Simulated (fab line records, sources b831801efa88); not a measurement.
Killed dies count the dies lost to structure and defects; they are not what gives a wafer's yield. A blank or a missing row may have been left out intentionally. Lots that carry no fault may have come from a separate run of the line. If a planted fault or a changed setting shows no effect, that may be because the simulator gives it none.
fab line records | flow sky130 | part 1 of 2: steps 1 to 43 of 44
record lots=6 wafers=18 lastDay=50
route steps=708 shown VIA2@527 METAL3@532 CAPM@537 PAD_OPEN@708
lots untouched by any fault: they come from a run of this same line in which no faults occurred
startH: start of the lot's first displayed wafer, in hours after the record's first day | waitH: time in hours since the lot's previous step | " the same as in the row above | L1.1+2: several wafers, shown together as one row | - no value, or no start given | * or withheld: withheld | < > ~ a bound
route shown NAME@n: NAME is a module with steps in the file, n the number in the route of the first one | usual: the fault-free wafers' mean and standard deviation | same: alike in all rows | chamber/n: place in a boat | sites: each site's reading | _std_site: the values' standard deviation | _edge_site: mean of outer sites minus mean of inner sites | radiusMm: how far each site lies from the wafer's centre | mask NAME#n: copy n | behind: tool/chamber where the wafer was last shaped | hold: cause of the lot's hold/its duration in hours/its outcome | device: names the non-switching transistor (n, p or np) | end of line: the tests these same wafers got at the end of their route | a step with no rows: only its recipe | killed: count of dies lost to structure and defects at first sort (not the wafer's yield) | map: per-die view of a wafer (x killed, . not killed, _ where there is no die)
set.NAME: setting as actually run; set.NAME@STEP: the setting as run at that earlier step | model.NAME: the simulator's own value behind a step, which no gauge read
certain route steps with their lots: each step a table, each wafer a row
services: the hour from which a tool's chamber was out of use, counted from the record's first day as startH (under 0 if before that day), plus the number of hours and why
## steps
# step SKY_VIA2_SPUTTER_20
# recipe material=TiN targetThkNm=20 chamberPressurePa=5 powerW=4000 timeS=80
# usual throttleValvePct=29.7/0.98
# same timeS=80
# columns lot.wafer tool chamber startH waitH throttleValvePct
L795.1 pvdSputter-01 - 850.26 0.0 30.2
L795.2 " - " " 28.4
L795.3 " - " " 27.4
L797.1 pvdSputter-03 - 871.83 0.0 29.4
L797.2 " - " " 31.1
L797.3 " - " " 28.3
L807.2 pvdSputter-01 - 983.46 0.0 27.4
L807.4 " - " " 30.3
L807.5 " - " " 28.3
L808.1 pvdSputter-04 - 986.04 0.0 30.9
L808.4 " - " " 28.9
L808.5 " - " " 31.2
L813.1 pvdSputter-04 - 998.30 0.0 29.0
L813.3 " - " " 31.0
L813.5 " - " " 31.1
L814.3 pvdSputter-04 - 998.56 0.0 29.9
L814.4 " - " " 29.9
L814.6 " - " " 29.0
# step SKY_VIA2_CVD_21
# recipe material=W targetThkNm=420 timeS=126.4 tempC=400 pressureTorr=40
# step SKY_VIA2_RS_MEAS_22
# recipe thkMeasGauge=four-point-probe reads=W_of_VIA2_CVD_21+TiN_of_VIA2_SPUTTER_20
# usual VIA2_W_RS=0.271/0.004
# columns lot.wafer tool chamber startH waitH VIA2_W_RS[ohm/sq]
L795.1 filmMetro-02 - 850.45 0.1 0.272
L795.2 " - " " 0.271
L795.3 " - " " 0.274
L797.1 filmMetro-02 - 872.02 0.1 0.267
L797.2 " - " " 0.275
L797.3 " - " " 0.274
L807.2 filmMetro-02 - 983.67 0.1 0.274
L807.4 " - " " 0.275
L807.5 " - " " 0.274
L808.1 filmMetro-02 - 986.23 0.1 0.268
L808.4 " - " " 0.264
L808.5 " - " " 0.269
L813.1 filmMetro-04 - 998.49 0.1 0.271
L813.3 " - " " 0.269
L813.5 " - " " 0.272
L814.3 filmMetro-02 - 998.79 0.1 0.275
L814.4 " - " " 0.266
L814.6 " - " " 0.276
# step SKY_VIA2_THK_MEAS_23
# recipe thkMeasGauge=xrf reads=W_of_VIA2_CVD_21
# usual VIA2_W_THK=425/8.5
# columns lot.wafer tool chamber startH waitH VIA2_W_THK[nm]
L795.1 filmMetro-02 - 850.57 0.1 417
L795.2 " - " " 418
L795.3 " - " " 416
L797.1 filmMetro-02 - 872.14 0.1 425
L797.2 " - " " 418
L797.3 " - " " 418
L807.2 filmMetro-02 - 983.78 0.1 416
L807.4 " - " " 411
L807.5 " - " " 414
L808.1 filmMetro-02 - 986.35 0.1 421
L808.4 " - " " 429
L808.5 " - " " 423
L813.1 filmMetro-04 - 998.61 0.1 422
L813.3 " - " " 422
L813.5 " - " " 420
L814.3 filmMetro-02 - 998.89 0.1 411
L814.4 " - " " 426
L814.6 " - " " 414
# step SKY_VIA2_CMP_24
# recipe stopOn=SiO2 tOverpolishS=20 downForcePsi=3.5 platenRpm=60 targetThkNm=0 padVelocityMS=0.94248
# step SKY_METAL3_SPUTTER_00
# recipe material=Ti targetThkNm=15 powerW=3000 timeS=10 chamberPressurePa=0.4
# step SKY_METAL3_SPUTTER_01
# recipe material=TiN targetThkNm=20 powerW=6500 timeS=16.7 chamberPressurePa=0.4
# usual throttleValvePct=29.6/1
# same timeS=16.7
# columns lot.wafer tool chamber startH waitH throttleValvePct
L795.1 pvdSputter-02 - 850.95 0.0 29.0
L795.2 " - " " 29.5
L795.3 " - " " 30.6
L797.1 pvdSputter-04 - 872.52 0.0 29.0
L797.2 " - " " 30.1
L797.3 " - " " 29.9
L807.2 pvdSputter-04 - 984.15 0.0 31.2
L807.4 " - " " 29.9
L807.5 " - " " 30.7
L808.1 pvdSputter-02 - 986.73 0.0 29.1
L808.4 " - " " 29.2
L808.5 " - " " 28.9
L813.1 pvdSputter-01 - 998.99 0.0 28.4
L813.3 " - " " 29.8
L813.5 " - " " 28.3
L814.3 pvdSputter-01 - 999.26 0.0 30.0
L814.4 " - " " 27.4
L814.6 " - " " 30.1
# step SKY_METAL3_SPUTTER_02
# recipe material=AlCu targetThkNm=735 powerW=10600 timeS=39.1 chamberPressurePa=0.4
# usual throttleValvePct=29.6/1.1
# same timeS=39.1
# columns lot.wafer tool chamber startH waitH throttleValvePct
L795.1 pvdSputter-02 - 850.98 0.0 29.1
L795.2 " - " " 29.1
L795.3 " - " " 30.4
L797.1 pvdSputter-04 - 872.55 0.0 29.0
L797.2 " - " " 30.0
L797.3 " - " " 30.1
L807.2 pvdSputter-04 - 984.18 0.0 31.2
L807.4 " - " " 30.0
L807.5 " - " " 31.0
L808.1 pvdSputter-02 - 986.76 0.0 29.1
L808.4 " - " " 29.3
L808.5 " - " " 28.9
L813.1 pvdSputter-01 - 999.02 0.0 28.4
L813.3 " - " " 29.9
L813.5 " - " " 28.1
L814.3 pvdSputter-01 - 999.28 0.0 30.0
L814.4 " - " " 27.4
L814.6 " - " " 30.4
# step SKY_METAL3_SPUTTER_03
# recipe material=Ti targetThkNm=5 powerW=3000 timeS=3.3 chamberPressurePa=0.4
# usual throttleValvePct=29.6/1
# same timeS=3.3
# columns lot.wafer tool chamber startH waitH throttleValvePct
L795.1 pvdSputter-02 - 851.02 0.0 29.1
L795.2 " - " " 29.3
L795.3 " - " " 30.4
L797.1 pvdSputter-04 - 872.59 0.0 29.0
L797.2 " - " " 29.9
L797.3 " - " " 30.0
L807.2 pvdSputter-04 - 984.22 0.0 30.9
L807.4 " - " " 29.9
L807.5 " - " " 31.0
L808.1 pvdSputter-02 - 986.80 0.0 29.2
L808.4 " - " " 29.5
L808.5 " - " " 28.8
L813.1 pvdSputter-01 - 999.06 0.0 28.1
L813.3 " - " " 29.7
L813.5 " - " " 27.9
L814.3 pvdSputter-01 - 999.32 0.0 30.0
L814.4 " - " " 27.8
L814.6 " - " " 30.4
# step SKY_METAL3_SPUTTER_04
# recipe material=TiN targetThkNm=70 powerW=6500 timeS=58.3 chamberPressurePa=0.4
# step SKY_CAPM_CVD_00
# recipe material=SiO2 targetThkNm=15.5 tempC=400 timeS=withheld rfW=450
# step SKY_CAPM_THK_MEAS_01
# recipe reads=SiO2_of_CAPM_CVD_00
# usual CAPM_CVD_00_THK=15.61/0.21
# columns lot.wafer tool chamber startH waitH CAPM_CVD_00_THK[nm]
L795.1 filmMetro-02 - 851.11 - 15.30
L795.2 " - " " 15.38
L795.3 " - " " 15.39
L797.1 filmMetro-01 - 872.67 - 15.32
L797.2 " - " " 15.50
L797.3 " - " " 15.50
L807.2 filmMetro-02 - 984.32 - 15.34
L807.4 " - " " 15.77
L807.5 " - " " 15.67
L808.1 filmMetro-02 - 986.89 - 15.84
L808.4 " - " " 16.06
L808.5 " - " " 15.86
L813.1 filmMetro-01 - 999.15 - 15.27
L813.3 " - " " 15.48
L813.5 " - " " 15.79
L814.3 filmMetro-04 - 999.43 - 15.42
L814.4 " - " " 15.95
L814.6 " - " " 15.66
# step SKY_CAPM_SPUTTER_02
# recipe material=TiN targetThkNm=200 tempC=300 powerW=6500 timeS=166.7 chamberPressurePa=0.4
# usual throttleValvePct=29.8/0.88
# columns lot.wafer tool chamber startH waitH throttleValvePct model.TiN_of_CAPM_SPUTTER_02.thkNm
L795.1 pvdSputter-03 - 851.17 0.1 28.6 195.7
L795.2 " - " " 30.0 196.8
L795.3 " - " " 30.9 199.8
L797.1 pvdSputter-03 - 872.73 0.1 29.5 197.1
L797.2 " - " " 28.6 198.1
L797.3 " - " " 30.0 198.8
L807.2 pvdSputter-03 - 984.37 0.0 29.9 186
L807.4 " - " " 29.6 184.3
L807.5 " - " " 31.3 185.3
L808.1 pvdSputter-03 - 986.95 0.1 29.4 186
L808.4 " - " " 28.4 185.7
L808.5 " - " " 29.4 186.1
L813.1 pvdSputter-04 - 999.21 0.1 30.1 192.9
L813.3 " - " " 31.2 196.5
L813.5 " - " " 30.2 194.6
L814.3 pvdSputter-02 - 999.47 0.0 29.3 197.1
L814.4 " - " " 30.7 198.3
L814.6 " - " " 29.2 198.3
# step SKY_CAPM_RS_MEAS_03
# recipe thkMeasGauge=four-point-probe reads=TiN_of_CAPM_SPUTTER_02
# usual CAPM_TIN_RS=6.95/0.074
# columns lot.wafer tool chamber startH waitH CAPM_TIN_RS[ohm/sq]
L795.1 filmMetro-02 - 851.28 0.1 7.07
L795.2 " - " " 7.04
L795.3 " - " " 6.94
L797.1 filmMetro-02 - 872.84 0.1 7.03
L797.2 " - " " 6.99
L797.3 " - " " 6.97
L807.2 filmMetro-01 - 984.50 0.1 7.44
L807.4 " - " " 7.52
L807.5 " - " " 7.47
L808.1 filmMetro-02 - 987.05 0.1 7.44
L808.4 " - " " 7.45
L808.5 " - " " 7.44
L813.1 filmMetro-02 - 999.31 0.1 7.19
L813.3 " - " " 7.04
L813.5 " - " " 7.13
L814.3 filmMetro-01 - 999.62 0.1 7.02
L814.4 " - " " 6.98
L814.6 " - " " 6.97
# step SKY_CAPM_THK_MEAS_04
# recipe thkMeasGauge=xrf reads=TiN_of_CAPM_SPUTTER_02
# usual CAPM_TIN_THK=199.5/2.4
# columns lot.wafer tool chamber startH waitH CAPM_TIN_THK[nm]
L795.1 filmMetro-02 - 851.40 0.1 195.0
L795.2 " - " " 195.8
L795.3 " - " " 199.2
L797.1 filmMetro-02 - 872.96 0.1 197.9
L797.2 " - " " 198.0
L797.3 " - " " 198.6
L807.2 filmMetro-01 - 984.61 0.1 187.9
L807.4 " - " " 186.4
L807.5 " - " " 186.7
L808.1 filmMetro-02 - 987.17 0.1 186.7
L808.4 " - " " 186.2
L808.5 " - " " 186.9
L813.1 filmMetro-02 - 999.43 0.1 192.2
L813.3 " - " " 196.8
L813.5 " - " " 195.0
L814.3 filmMetro-01 - 999.72 0.1 199.6
L814.4 " - " " 200.2
L814.6 " - " " 200.6
# step SKY_CAPM_DEHYDRATE_05
# recipe tempC=200 timeS=60
# step SKY_CAPM_HMDS_06
# recipe primeTimeS=60 primeTempC=120
# step SKY_CAPM_COAT_07
# recipe resist=NOVOLAK spinRpm=3000 resistThkNm=1140
# step SKY_CAPM_SOFTBAKE_08
# recipe tempC=90 timeS=60 resist=NOVOLAK
# step SKY_CAPM_EXPOSE_09
# recipe maskId=CAPM na=0.6 sourceShape=conventional sigmaOuter=0.6 polarization=unpolarized targetCdNm=1000 doseMj=159
# step SKY_CAPM_PEB_10
# recipe tempC=withheld timeS=* resist=NOVOLAK
# step SKY_CAPM_DEVELOP_11
# recipe resist=NOVOLAK developer=TMAH developTimeS=60 devTempC=23
# step SKY_CAPM_OVL_MEAS_12
# usual CAPM_OVL=1.6/1.7
# columns lot.wafer tool chamber startH waitH CAPM_OVL[nm]
L795.1 overlay-02 - 876.35 0.1 0.3
L795.2 " - " " 2.6
L795.3 " - " " 0.8
L797.1 overlay-02 - 898.74 0.1 -1.1
L797.2 " - " " 2.5
L797.3 " - " " 1.1
L807.2 overlay-01 - 1007.24 0.1 0.7
L807.4 " - " " 1.5
L807.5 " - " " 1.4
L808.1 overlay-02 - 1009.44 0.1 -0.4
L808.4 " - " " 0.1
L808.5 " - " " 0.5
L813.1 overlay-02 - 1021.79 0.1 1.1
L813.3 " - " " -0.4
L813.5 " - " " 0.0
L814.3 overlay-02 - 1021.95 0.1 7.2
L814.4 " - " " 5.1
L814.6 " - " " 6.1
# step SKY_CAPM_METAL_ETCH_13
# recipe targetDepthNm=220 stopOn=SiO2 chemistry=Cl2/BCl3 target=TiN pressureMtorr=10 icpW=900 biasW=48.5 Cl2_flow_sccm=60 bcl3FlowSccm=30 timeS=62.9
# usual drypumpMotorCurrentA=5.9/0.31 oesProductAu=0.938/0.0077 throttleValvePct=21.903/0.01
# same timeS=62.9
# columns lot.wafer tool chamber startH waitH drypumpMotorCurrentA oesProductAu rfHoursCounterH throttleValvePct
L795.1 rieMetal-02 0 876.39 0.0 5.9 0.928 12 21.913
L795.2 " 1 " " 5.6 0.927 7 21.911
L795.3 " 0 " " 5.9 0.941 - 21.885
L797.1 rieMetal-04 1 898.78 0.0 6.3 0.928 6 21.906
L797.2 " 0 " " 6.1 0.934 9 21.923
L797.3 " 0 " " 6.1 0.939 - 21.898
L807.2 rieMetal-02 0 1007.27 0.0 5.9 0.901 18 21.930
L807.4 " 1 " " 5.5 0.889 - 21.928
L807.5 " 0 " " 5.9 0.902 - 21.927
L808.1 rieMetal-04 1 1009.48 0.0 6.3 0.903 12 21.934
L808.4 " 0 " " 6.1 0.910 - 21.940
L808.5 " 1 " " 6.3 0.901 - 21.919
L813.1 rieMetal-02 0 1021.83 0.0 5.9 0.925 19 21.912
L813.3 " 0 " " 5.9 0.930 - 21.902
L813.5 " 1 " " 5.6 0.921 - 21.916
L814.3 rieMetal-01 1 1022.00 0.0 6.2 0.935 - 21.913
L814.4 " 0 " " 5.5 0.936 - 21.913
L814.6 " 1 " " 6.2 0.933 - 21.887
# step SKY_CAPM_STRIP_14
# recipe chemistry=O2/N2 powerW=1400 pressureMtorr=1500 platenTempC=withheld o2FlowSccm=3000 n2FlowSccm=300 overashFraction=0.5
# usual drypumpMotorCurrentA=6.1/0.5 oesProductAu=0.710/0.0044 stripTimeToEndpointS=12.69/0.042
# columns lot.wafer tool chamber startH waitH drypumpMotorCurrentA oesProductAu rfHoursCounterH stripTimeToEndpointS
L795.1 plasmaAsher-04 1 876.46 0.1 6.7 0.708 14 12.75
L795.2 " 0 " " 5.2 0.702 14 12.73
L795.3 " 1 " " 6.7 0.707 - 12.74
L797.1 plasmaAsher-01 1 898.85 0.1 6.4 0.708 78 12.64
L797.2 " 0 " " 6.3 0.715 78 12.61
L797.3 " 1 " " 6.4 0.712 - 12.59
L807.2 plasmaAsher-03 0 1007.35 0.1 5.7 0.712 60 12.70
L807.4 " 0 " " 5.7 0.712 - 12.71
L807.5 " 1 " " 6.3 0.714 - 12.70
L808.1 plasmaAsher-01 1 1009.55 0.1 6.4 0.712 89 12.68
L808.4 " 0 " " 6.3 0.717 - 12.68
L808.5 " 1 " " 6.4 0.714 - 12.68
L813.1 plasmaAsher-03 0 1021.90 0.1 5.7 0.706 62 12.71
L813.3 " 1 " " 6.3 0.704 - 12.71
L813.5 " 1 " " 6.3 0.701 - 12.70
L814.3 plasmaAsher-01 0 1022.08 0.1 6.2 0.717 - 12.70
L814.4 " 1 " " 6.4 0.712 - 12.72
L814.6 " 1 " " 6.4 0.707 - 12.72
# step SKY_CAPM_STRIP_15
# recipe chemistry=postEtchResidueRemover timeS=1200 tempC=72.5
# step SKY_CAPM_CLEAN_16
# recipe chemistry=IPA timeS=180 tempC=25
# step SKY_CAPM_CLEAN_17
# recipe chemistry=O3/DIW dry=n2Spin
# step SKY_METAL3_DEHYDRATE_05
# recipe tempC=200 timeS=60
# step SKY_METAL3_HMDS_06
# recipe primeTimeS=60 primeTempC=120
# step SKY_METAL3_COAT_07
# recipe resist=BARC tempC=withheld timeS=withheld spinRpm=3000 resistThkNm=60
# step SKY_METAL3_COAT_08
# recipe resist=KrF-thick spinRpm=3000 resistThkNm=1140
# step SKY_METAL3_SOFTBAKE_09
# recipe tempC=100 timeS=90 resist=KrF-thick
# step SKY_METAL3_EXPOSE_10
# recipe maskId=MM3 na=0.68 sourceShape=annular sigmaInner=0.4 sigmaOuter=0.8 targetCdNm=300 doseMj=28
# step SKY_METAL3_PEB_11
# recipe pebTempC=withheld pebTimeS=withheld resist=KrF-thick
# step SKY_METAL3_DEVELOP_12
# recipe developTimeS=60 resist=KrF-thick devTempC=21
# step SKY_METAL3_CD_MEAS_13
# recipe targetCdNm=300
# usual cdNm=299.9/1.1
# columns lot.wafer tool chamber startH waitH cdNm
L795.1 cdSem-02 - 903.08 - 297.4
L795.2 " - " " 299.4
L795.3 " - " " 298.9
L797.1 cdSem-02 - 924.79 - 300.5
L797.2 " - " " 301.4
L797.3 " - " " 301.0
L807.2 cdSem-02 - 1030.86 - 300.6
L807.4 " - " " 299.8
L807.5 " - " " 300.1
L808.1 cdSem-01 - 1032.69 - 301.9
L808.4 " - " " 301.4
L808.5 " - " " 301.3
L814.3 cdSem-01 - 1045.08 - 298.9
L814.4 " - " " 298.4
L814.6 " - " " 298.5
L813.1 cdSem-01 - 1045.34 - 299.5
L813.3 " - " " 300.4
L813.5 " - " " 299.0
# step SKY_METAL3_OVL_MEAS_14
# usual METAL3_OVL=1/5
# columns lot.wafer tool chamber startH waitH METAL3_OVL[nm]
L795.1 overlay-01 - 903.20 0.1 0
L795.2 " - " " -2
L795.3 " - " " 1
L797.1 overlay-02 - 924.91 0.1 10
L797.2 " - " " 4
L797.3 " - " " 2
L807.2 overlay-02 - 1030.97 0.1 -1
L807.4 " - " " -3
L807.5 " - " " -5
L808.1 overlay-01 - 1032.81 0.1 1
L808.4 " - " " 5
L808.5 " - " " 8
L814.3 overlay-01 - 1045.17 0.1 -2
L814.4 " - " " 3
L814.6 " - " " 4
L813.1 overlay-01 - 1045.46 0.1 -1
L813.3 " - " " 4
L813.5 " - " " 0
# step SKY_METAL3_DESCUM_15
# recipe chemistry=O2 sourcePowerW=150 biasPowerW=0 pressureMtorr=10 tempC=40 timeS=8
# step SKY_METAL3_ETCH_16
# recipe chemistry=N2/H2 target=BARC ionEnergyEv=200 biasW=100 pressureMtorr=30 n2FlowSccm=100 h2FlowSccm=200 icpW=500 stopOn=SiO2 timeS=88.2 targetDepthA=600
# step SKY_METAL3_ETCH_17
# recipe target=SiO2 stopOn=TiN chemistry=C4F8/O2/Ar sourceW=1500 biasW=1200 pressureMtorr=40 c4f8FlowSccm=withheld O2_flow_sccm=6 Ar_flow_sccm=300 timeS=3.9 targetDepthA=150
# step SKY_METAL3_METAL_ETCH_18
# recipe targetDepthA=8450 stopOn=SiO2 overEtchFrac=0.3 timeS=183.1 chemistry=Cl2/BCl3 resistSidewallDeg=88 pressureMtorr=10 icpW=900 biasW=48.5 Cl2_flow_sccm=60 bcl3FlowSccm=30
# step SKY_METAL3_STRIP_20
# recipe chemistry=postEtchResidueRemover timeS=1200 tempC=72.5
# usual tempC=72.53/0.13
# same timeS=1200
# columns lot.wafer tool chamber startH waitH tempC model.TiN_of_CAPM_SPUTTER_02.thkNm
L795.1 wetBench-04 1 903.73 0.1 72.52 194.8
L795.2 " 1 " " 72.47 195.9
L795.3 " 1 " " 72.69 199
L797.1 wetBench-02 2 925.37 0.1 72.41 196.3
L797.2 " 2 " " 72.36 197.3
L797.3 " 2 " " 72.51 197.9
L807.2 wetBench-02 0 1031.42 0.1 72.41 185.2
L807.4 " 0 " " 72.28 183.5
L807.5 " 0 " " 72.45 184.5
L808.1 wetBench-03 0 1033.27 0.1 72.61 185.2
L808.4 " 0 " " 72.39 184.9
L808.5 " 0 " " 72.39 185.2
L814.3 wetBench-03 1 1045.62 0.0 72.59 196.3
L814.4 " 1 " " 72.77 197.5
L814.6 " 1 " " 72.66 197.4
L813.1 wetBench-04 1 1045.92 0.1 72.25 192
L813.3 " 1 " " 72.29 195.6
L813.5 " 1 " " 72.47 193.7
## key
firstSign step=SKY_CAPM_RS_MEAS_03 reading=CAPM_TIN_RS direction=up sigmas=6.9 usual=6.95 struck=7.46
effect step=SKY_CAPM_THK_MEAS_04 reading=CAPM_TIN_THK direction=down sigmas=5.3 usual=199.5 struck=186.8
effect step=SKY_CAPM_METAL_ETCH_13 reading=oesProductAu direction=down sigmas=4.9 usual=0.938 struck=0.901
modelEffect step=SKY_CAPM_SPUTTER_02 value=TiN_of_CAPM_SPUTTER_02.thkNm without=200 struck=185.6
modelEffect step=SKY_METAL3_STRIP_20 value=TiN_of_CAPM_SPUTTER_02.thkNm without=199.2 struck=184.7
modelEffect step=SKY_PAD_OPEN_PROBE_99 value=etest.capMim.plateOhmSq without=5.997 struck=6.463
metAt SKY_CAPM_SPUTTER_02
struckWafers L807.2,L807.4,L807.5,L808.1,L808.4,L808.5
onsetBetween 872.73 984.37
fault kind=processParameterDrift tool=pvdSputter-03 chamber=- onsetH=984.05 steps=SKY_CAPM_SPUTTER_02 channel=timeS offset=* shape=step endH=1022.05 actsIn=* stated=*
